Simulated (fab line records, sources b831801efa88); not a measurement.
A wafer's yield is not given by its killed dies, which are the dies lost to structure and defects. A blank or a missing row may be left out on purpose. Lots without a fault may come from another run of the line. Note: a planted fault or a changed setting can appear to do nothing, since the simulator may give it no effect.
Check for tools in common + flow sky130 + Lots sampled 12, wafers sampled 35

WHY IT WAS OPENED
At SKY_METAL4_CD_MEAS_13 the reading cdNm is flagged on 1 of 12 lots. Fault-free wafers read 299.8 nm, with a standard deviation of 1.4.
Rule: a lot gets a flag if all its wafers with a number sit over 4 standard deviations from that mean, or if no wafer of it has a number. As for the other lots, they are considered sound.

| lot  | measured     | on       | cdNm (nm), wafer by wafer | flag    |
|------|--------------|----------|---------------------------|---------|
| L952 | day 41 21:15 | cdSem-02 | 300.4 299.5 300.2         |         |
| L953 | day 42 03:42 | cdSem-02 | 299.3 298.2 298.9         |         |
| L954 | day 42 13:26 | cdSem-01 | 301.5 299.9 299.4         |         |
| L955 | day 42 21:24 | cdSem-02 | 297.5 298.9 297.3         |         |
| L956 | day 43 06:26 | cdSem-01 | 300.5 300.4 300.0         |         |
| L957 | day 43 09:46 | cdSem-02 | 298.6 299.0 298.2         |         |
| L958 | day 43 19:10 | cdSem-02 | 301.6 300.7 300.6         |         |
| L959 | day 44 03:16 | cdSem-02 | 299.3 300.8 300.4         |         |
| L960 | day 44 05:29 | cdSem-01 | 301.9 301.2 300.1         |         |
| L965 | day 45 10:10 | cdSem-01 | 274.5 274.4               | FLAGGED |
| L971 | day 46 21:11 | cdSem-02 | 299.2 299.9 298.9         |         |
| L974 | day 48 13:48 | cdSem-01 | 301.1 300.4 299.9         |         |
The numbers of the flagged lots are 274.4 nm on average: -25.4 nm against the usual, or -18 standard deviations.

WHICH TOOL EACH LOT WENT THROUGH
Before the reading, the record contains 2 process steps out of a 708-step route. In each cell: the tool, then ch and the chambers that the sampled wafers went through, then the start.
| lot  | flag    | SKY_VT_ADJUST_HVTR_STRIP_10         | SKY_METAL4_EXPOSE_10             |
|------|---------|-------------------------------------|----------------------------------|
| L952 |         | plasmaAsher-03 ch 0, day 9 15:55    | krfScanner-01 ch 0, day 41 10:10 |
| L953 |         | plasmaAsher-01 ch 0, day 9 23:14    | krfScanner-01 ch 0, day 41 15:48 |
| L954 |         | plasmaAsher-03 ch 0,1, day 10 10:14 | krfScanner-01 ch 0, day 42 01:54 |
| L955 |         | plasmaAsher-01 ch 1, day 10 18:31   | krfScanner-02 ch 0, day 42 09:46 |
| L956 |         | plasmaAsher-03 ch 0,1, day 10 21:43 | krfScanner-02 ch 0, day 42 18:51 |
| L957 |         | plasmaAsher-04 ch 0,1, day 11 05:13 | krfScanner-02 ch 0, day 42 22:22 |
| L958 |         | plasmaAsher-03 ch 0,1, day 11 14:46 | krfScanner-01 ch 0, day 43 08:06 |
| L959 |         | plasmaAsher-03 ch 0,1, day 11 21:47 | krfScanner-02 ch 0, day 43 15:56 |
| L960 |         | plasmaAsher-03 ch 0,1, day 12 03:56 | krfScanner-01 ch 0, day 43 18:07 |
| L965 | FLAGGED | plasmaAsher-01 ch 1, day 13 13:38   | krfScanner-02 ch 0, day 44 23:52 |
| L971 |         | plasmaAsher-01 ch 0,1, day 15 12:56 | krfScanner-01 ch 0, day 46 11:08 |
| L974 |         | plasmaAsher-04 ch 0,1, day 17 09:10 | krfScanner-02 ch 0, day 48 04:54 |
What these steps do:
- SKY_VT_ADJUST_HVTR_STRIP_10: strips in O2/N2.
- SKY_METAL4_EXPOSE_10: exposes mask MM4, target cd 300 nm.
- SKY_METAL4_CD_MEAS_13: target cd 300 nm.

FLAGGED AGAINST TOTAL, ONE TOOL AT A TIME (gauges that did the reading follow at the end)
| step                        | tool           | lots run | flagged | share of the flagged lots | sound lots run after its first flagged lot |
|-----------------------------|----------------|----------|---------|---------------------------|--------------------------------------------|
| SKY_VT_ADJUST_HVTR_STRIP_10 | plasmaAsher-01 | 4        | 1       | all                       | 1 (L971)                                   |
| SKY_VT_ADJUST_HVTR_STRIP_10 | plasmaAsher-03 | 6        | 0       | none                      | -                                          |
| SKY_VT_ADJUST_HVTR_STRIP_10 | plasmaAsher-04 | 2        | 0       | none                      | -                                          |
| SKY_METAL4_EXPOSE_10        | krfScanner-01  | 6        | 0       | none                      | -                                          |
| SKY_METAL4_EXPOSE_10        | krfScanner-02  | 6        | 1       | all                       | 1 (L974)                                   |
| SKY_METAL4_CD_MEAS_13       | cdSem-01       | 5        | 1       | all                       | 1 (L974)                                   |
| SKY_METAL4_CD_MEAS_13       | cdSem-02       | 7        | 0       | none                      | -                                          |

WHAT THE TABLE ALLOWS
Rows of the table that ran every flagged lot, 3 in all: plasmaAsher-01 at SKY_VT_ADJUST_HVTR_STRIP_10, krfScanner-02 at SKY_METAL4_EXPOSE_10, cdSem-01 at SKY_METAL4_CD_MEAS_13.
- plasmaAsher-01 at SKY_VT_ADJUST_HVTR_STRIP_10: 1 of its 4 lots flagged. Sound lots followed the first flagged one (L971) on it, something a lasting fault affecting the whole tool could not allow.
- krfScanner-02 at SKY_METAL4_EXPOSE_10: 1 of its 6 lots flagged. Sound lots followed the first flagged one (L974) on it, something a lasting fault affecting the whole tool could not allow.
- cdSem-01 at SKY_METAL4_CD_MEAS_13: 1 of its 5 lots flagged. Sound lots followed the first flagged one (L974) on it, something a lasting fault affecting the whole tool could not allow.
Every row of the table either missed a flagged lot or ran a sound lot after the first.

WHAT THE SIMULATOR HAD INSERTED
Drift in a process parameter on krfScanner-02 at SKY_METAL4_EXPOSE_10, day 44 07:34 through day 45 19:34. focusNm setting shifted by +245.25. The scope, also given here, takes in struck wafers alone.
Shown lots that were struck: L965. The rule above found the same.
